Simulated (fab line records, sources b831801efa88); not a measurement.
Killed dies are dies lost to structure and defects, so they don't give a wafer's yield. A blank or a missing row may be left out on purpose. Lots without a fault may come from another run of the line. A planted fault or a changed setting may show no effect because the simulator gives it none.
Split-lot experiment | flow sky130 | 5 lots, 23 wafers read, on a route of 708 steps

THE SPLIT
At SKY_FIELD_ISO_EXPOSE_10 (exposes mask FOM, target cd 150 nm), the setting dose_mj was moved away from the recipe's 28 on 4 of the 23 wafers read, by -2.5% to +2.6%. The other wafers ran this setting at the recipe's value.

FROM THE SPLIT TO THE READING: what the file shows between them, 2 steps
- SKY_FIELD_ISO_PEB_11
- SKY_FIELD_ISO_DEVELOP_12: develop time 60 s

THE READING
cd_nm, in nm, at SKY_FIELD_ISO_CD_MEAS_13 (target cd 150 nm). Fault-free wafers of this fab line usually give 150.0 nm, standard deviation 1.5 nm.

wafer  | tool, chamber at the split | dose_mj as run | against the recipe | cd_nm, nm | against lot-mates on the recipe
L075.1 | krf_scanner-01, 0          | 27.3           | -2.5%              | 154.8     | +5.4
L075.2 | krf_scanner-01, 0          | 28             | recipe             | 149.4     | -
L075.3 | krf_scanner-01, 0          | 28             | recipe             | 149.6     | -
L075.5 | krf_scanner-01, 0          | 27.3           | -2.5%              | 155.0     | +5.6
L075.6 | krf_scanner-01, 0          | 28             | recipe             | 149.1     | -
L076.2 | krf_scanner-02, 0          | 28             | recipe             | 152.0     | -
L076.3 | krf_scanner-02, 0          | 28             | recipe             | 152.3     | -
L076.4 | krf_scanner-02, 0          | 28             | recipe             | 151.9     | -
L076.5 | krf_scanner-02, 0          | 28             | recipe             | 151.3     | -
L076.6 | krf_scanner-02, 0          | 28             | recipe             | 153.4     | -
L079.3 | krf_scanner-02, 0          | 28             | recipe             | 150.7     | -
L079.5 | krf_scanner-02, 0          | 28             | recipe             | 150.7     | -
L079.6 | krf_scanner-02, 0          | 28             | recipe             | 150.0     | -
L082.1 | krf_scanner-02, 0          | 28             | recipe             | 148.3     | -
L082.2 | krf_scanner-02, 0          | 28             | recipe             | 150.4     | -
L082.3 | krf_scanner-02, 0          | 28             | recipe             | 148.7     | -
L082.4 | krf_scanner-02, 0          | 28             | recipe             | 150.1     | -
L082.5 | krf_scanner-02, 0          | 28             | recipe             | 150.2     | -
L084.1 | krf_scanner-01, 0          | 28             | recipe             | 150.7     | -
L084.2 | krf_scanner-01, 0          | 28             | recipe             | 150.4     | -
L084.4 | krf_scanner-01, 0          | 28.74          | +2.6%              | 144.8     | -5.9
L084.5 | krf_scanner-01, 0          | 28.74          | +2.6%              | 146.1     | -4.6
L084.6 | krf_scanner-01, 0          | 28             | recipe             | 151.0     | -

THE FIT
A straight line over all 23 wafers: cd_nm changes by -1.84 nm for each +1% of dose_mj; r = -0.86; the points scatter about the line by 1.2 nm.
The same after taking each lot's own level away (the mean of its wafers on the recipe; 23 wafers): -2.09 nm for each +1%; r = -0.97; scatter 0.61 nm.
On that fit, the largest move of dose_mj shifts the reading by 5.5 nm.
The lots' own levels span 149.37 to 152.18 nm, that is 1.9 times the standard deviation above.
So the lot-to-lot level changes the slope: the two fits differ.
Check: with one of the wafers moved furthest among these (+2.6%) left out of the fit, the line predicts -5.3 nm for it against its lot-mates. It came out at -5.9 nm against them.

OTHER SPLITS ON THESE WAFERS
These wafers also went through other splits before the reading. Each is held against what the fit with the lots' levels taken away leaves over:
other split on the same wafers | wafers away from the commonest value | r with cd_nm (lot level and that fit taken away)
SKY_FIELD_ISO_CVD_03 temp_c    | 18                                   | +0.09

THE FILE'S OWN FIT
cd_nm changes by -2.09 nm for each +1% of dose_mj, r = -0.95.
